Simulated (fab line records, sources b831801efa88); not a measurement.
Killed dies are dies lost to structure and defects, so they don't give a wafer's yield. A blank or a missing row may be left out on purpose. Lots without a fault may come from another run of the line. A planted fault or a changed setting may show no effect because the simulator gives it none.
Which tool did it? | flow gf180mcu | 12 lots, 36 wafers sampled, at 1 step of a route of 602

WHAT THE GAUGES READ, wafer by wafer
GF_M3_CD_MEAS_14: target cd 280 nm.
lot  | measured     | on        | cd_nm (nm)
L075 | day 21 13:08 | cd_sem-01 | 281.0 281.5 281.4
L077 | day 22 10:29 | cd_sem-01 | 281.3 281.3 280.3
L079 | day 23 05:50 | cd_sem-01 | 278.4 279.7 279.2
L081 | day 24 03:47 | cd_sem-02 | 280.4 279.3 280.9
L083 | day 24 21:02 | cd_sem-01 | 281.1 282.6 280.5
L085 | day 25 06:14 | cd_sem-01 | 283.0 283.5 282.2
L087 | day 25 23:02 | cd_sem-01 | 281.9 281.8 280.8
L089 | day 26 13:49 | cd_sem-01 | 280.3 280.8 280.8
L091 | day 27 05:25 | cd_sem-01 | 280.4 280.8 280.3
L093 | day 27 20:19 | cd_sem-01 | 278.6 278.6 278.5
L095 | day 28 13:43 | cd_sem-01 | 277.9 278.5 279.8
L097 | day 28 18:40 | cd_sem-02 | 280.9 282.4 283.8

WHICH TOOL RAN EACH LOT (tool, then ch and the chambers of the sampled wafers, then the start)
The record holds no process step before these readings.

THE ANSWER, worked out from the rows above alone
Rule: what is usual is taken from the lots themselves. Put in order of their means at a reading, lots are off if they are a third of the lots or fewer, leave a main group of 4 or more, and stand apart from it by a gap of 3 or more times the standard deviation of the main group's means; of several such gaps the widest counts. A main group whose means are all the same, to the digits that the tables above print for the reading, isn't used. A lot without any number at a reading at which 4 lots or more have one is off too. The other lots that the step has rows for count as sound.
No lot is off at any reading shown: from this, nothing can be told.

WHAT THE SIMULATOR HAD PUT IN
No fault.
